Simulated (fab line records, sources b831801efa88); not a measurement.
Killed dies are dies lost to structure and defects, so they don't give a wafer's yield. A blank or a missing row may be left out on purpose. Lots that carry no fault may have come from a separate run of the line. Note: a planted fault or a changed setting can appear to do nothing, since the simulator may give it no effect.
Problem report in the 8D (eight disciplines) form, filled by code / flow gf180mcu / the parts of the form that need people (team, actions taken, sign-off) are left out

== 1. THE ISSUE ==
Across 2 wafers from 2 lots, PASSIVATION_CVD_00_THK at GF_PASSIVATION_THK_MEAS_01 averages 841 nm, while fault-free wafers read 995 nm with a standard deviation of 14. That puts it -11 standard deviations away from the usual mean.
Seen first at day 30 00:00 on filmMetro-02, wafer L815.5. Wafers with a number at this step in the record: 33, from 11 lots. The rule behind "out" and "out of limits": a value lying over 4 standard deviations away from the usual mean. All remaining wafers that have a number are taken as sound.

== 2. WHAT IT IS, WHAT IT ISN'T ==
question=which readings at this step | is=PASSIVATION_CVD_00_THK | is not=-
question=which lots | is=L815, L816 | is not=L811, L812, L823, L824, L825, L826, L828, L831, L832
question=which wafers of those lots | is=L815.5, L816.6 | is not=L815.2, L815.4, L816.2, L816.3
question=read on which gauges | is=filmMetro-02, filmMetro-04 | is not=filmMetro-03
question=when | is=from day 30 00:00 | is not=up to then (8 sound wafers); but 23 sound wafers of L816, L823, L824, L825, L826, L828, L831, L832 came after

== 3. THE SUSPECTS, EACH WITH WHAT RULES IT OUT ==
Counting: a tool at a process step up to the reading stays a suspect if it ran every lot that is out. Sound lots after the first of them don't rule it out here, since some wafers of a struck lot are sound.
- the gauge at GF_PASSIVATION_THK_MEAS_01 is ruled out. The wafers that are out were read on 2 gauges (filmMetro-02, filmMetro-04).
- pvdSputter-02 at GF_TOP_METAL_SPUTTER_02 (material AlCu, target thk 900 nm, time 47.82 s): kept. It ran every lot that is out, first L815 (day 29 04:35); its last sound lot up to then is L811 (day 28 04:51).
- pecvd-02 at GF_PASSIVATION_CVD_00 (deposits SiO2 from TEOS, target thk 1000 nm, time 111.95 s): kept. It ran every lot that is out, first L815 (day 29 23:55); its last sound lot up to then is L812 (day 29 05:22).
What counting leaves: pvdSputter-02 at GF_TOP_METAL_SPUTTER_02 and pecvd-02 at GF_PASSIVATION_CVD_00.

== 4. THE CAUSE (what the simulator had put in) ==
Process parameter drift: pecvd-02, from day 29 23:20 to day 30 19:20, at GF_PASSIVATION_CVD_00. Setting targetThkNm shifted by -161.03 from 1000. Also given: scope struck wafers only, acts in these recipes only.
After counting, 2 suspects remain, this tool included.

== 5. THE CHAIN OF EFFECTS, in route order ==
Each row: a reading whose mean over the struck wafers that have a number lies more than 3 standard deviations from the usual. Only readings whose record carries a usual standard deviation are examined. hours: median over the lots of the time between each lot's start at the first step of this table that gives one and its start at this step. sigmas: the change, counted in usual standard deviations.
hours=0; step=GF_PASSIVATION_THK_MEAS_01; reading=PASSIVATION_CVD_00_THK; usual=995 nm; on struck wafers=841; change=-154; sigmas=-11
hours=18; step=GF_PASSIVATION_ETCH_11; reading=oesProductAu; usual=0.962 a.u.; on struck wafers=0.913; change=-0.049; sigmas=-6.9
Its process steps:
- GF_PASSIVATION_ETCH_11: etches the open film in CF4/O2, stops on TiN, target depth 1800 nm, time 400 s.

== 6. WHAT WOULD HAVE CAUGHT IT SOONER ==
In this record the first reading out of limits at a measuring or inspecting step was taken at day 30 00:00, 1 hour after the fault began at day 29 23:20.
Of the tool readings at GF_PASSIVATION_CVD_00 for which the record gives a usual standard deviation, none was out on any struck wafer, so an alarm limit of 4 standard deviations on them would not have fired.
L816, from the lots that are out (2), started GF_PASSIVATION_CVD_00 on pecvd-02 later than day 30 00:00. Had the tool been put on hold then, it would have been spared.
